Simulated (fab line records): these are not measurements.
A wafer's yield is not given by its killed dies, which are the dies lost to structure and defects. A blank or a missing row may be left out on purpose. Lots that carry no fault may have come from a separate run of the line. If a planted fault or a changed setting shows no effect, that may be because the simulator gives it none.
A lot that was struck, set against a sound lot | flow sky130 | 20 steps out of a route of 708
Sound: the wafers L417.3, L417.4, L417.6. Wafers L421.2, L421.3, L421.5 were the ones struck. The cause is given at the end.
Each step with rows lists, per side, the tool, then ch with its chambers, then its first start. Under that, the readings that differ: sound wafers | struck wafers | difference of the means | sigmas: that difference in standard deviations of wafers without a fault.
alike: readings with means less than 2 such deviations apart, plus words and numbers identical on both sides. not compared: withheld readings, readings lacking a value on some wafer, bounds such as >300 that could conceal the same value, and numbers that have no deviation in the record and whose values overlap.
A row with sigmas, a row that says differs or no value, or rows on one side alone: a step with any of these is where the two part. Non-overlapping numbers with no deviation appear without sigmas and do not part them. A reading that every wafer of one side lacks parts them only if that side has two wafers or more.

first, 2 steps without rows for these wafers: SKY_NWELL_PEB_08; SKY_NWELL_DEVELOP_09 (develop time 60 s).
SKY_NWELL_OVL_MEAS_10:
  sound on overlay-01 at day 6 02:50; struck on overlay-01 at day 6 23:54
  alike: NWELL_00_OVL
then, 3 steps without rows for these wafers: SKY_NWELL_IMPLANT_11; SKY_NWELL_IMPLANT_12; SKY_NWELL_IMPLANT_13.
SKY_NWELL_STRIP_14: strips in O2/N2.
  sound on plasma-asher-01 ch 0,1, day 6 03:20; struck on plasma-asher-01 ch 0,1, day 7 00:23
  alike: drypump-motor-current-A, n2-flow-sccm, oes-product-au, strip-time-to-endpoint-s
  not compared: rf-hours-counter-h
SKY_NWELL_TW_MEAS_15:
  sound on film-metro-01 at day 6 03:26; struck on film-metro-02 at day 7 00:29
  alike: NWELL_TW
then, 4 steps without rows for these wafers: SKY_NWELL_DEHYDRATE_16 (time 60 s); SKY_NWELL_HMDS_17 (prime time 60 s); SKY_NWELL_COAT_18 (resist thk 3000 nm); SKY_NWELL_SOFTBAKE_19.
SKY_NWELL_EXPOSE_20: exposes mask NWM COMPLEMENT, target cd 840 nm.
  sound on iline-stepper-02 ch 0, day 6 12:31; struck on iline-stepper-02 ch 0, day 7 10:26
  reading | sound                                              | struck                  | difference | sigmas
  mask    | NWM_COMPLEMENT#0 NWM_COMPLEMENT#0 NWM_COMPLEMENT#0 | PWDEM#0 PWDEM#0 PWDEM#0 | differs    |
then, 2 steps without rows for these wafers: SKY_NWELL_PEB_21; SKY_NWELL_DEVELOP_22 (develop time 60 s).
SKY_NWELL_OVL_MEAS_23:
  sound on overlay-02 at day 6 21:37; struck on overlay-01 at day 7 19:51
  reading           | sound          | struck | difference                    | sigmas
  NWELL_01_OVL (nm) | -5.9 -2.2 -4.3 | - - -  | no value on the struck wafers |
after that, 1 step had no rows for these wafers: SKY_NWELL_IMPLANT_24.
SKY_NWELL_STRIP_25: strips in O2/N2.
  sound on plasma-asher-01 ch 0,1, day 6 21:49; struck on plasma-asher-01 ch 0,1, day 7 20:02
  alike: drypump-motor-current-A, n2-flow-sccm, oes-product-au, strip-time-to-endpoint-s
  not compared: rf-hours-counter-h
SKY_NWELL_TW_MEAS_26:
  sound on film-metro-03 at day 6 21:55; struck on film-metro-01 at day 7 20:08
  reading    | sound             | struck         | difference | sigmas
  NWELL_2_TW | 501.1 502.3 502.3 | 30.1 30.1 30.1 | -471.8     | -99 or more
then, 1 step without rows for these wafers: SKY_NWELL_CLEAN_27 (cleans in SC1/SC2, time 150 s).

== WHERE THEY PART ==
Earliest at SKY_NWELL_EXPOSE_20; latest, in this record, at SKY_NWELL_TW_MEAS_26.

WHY: the cause the simulator had injected
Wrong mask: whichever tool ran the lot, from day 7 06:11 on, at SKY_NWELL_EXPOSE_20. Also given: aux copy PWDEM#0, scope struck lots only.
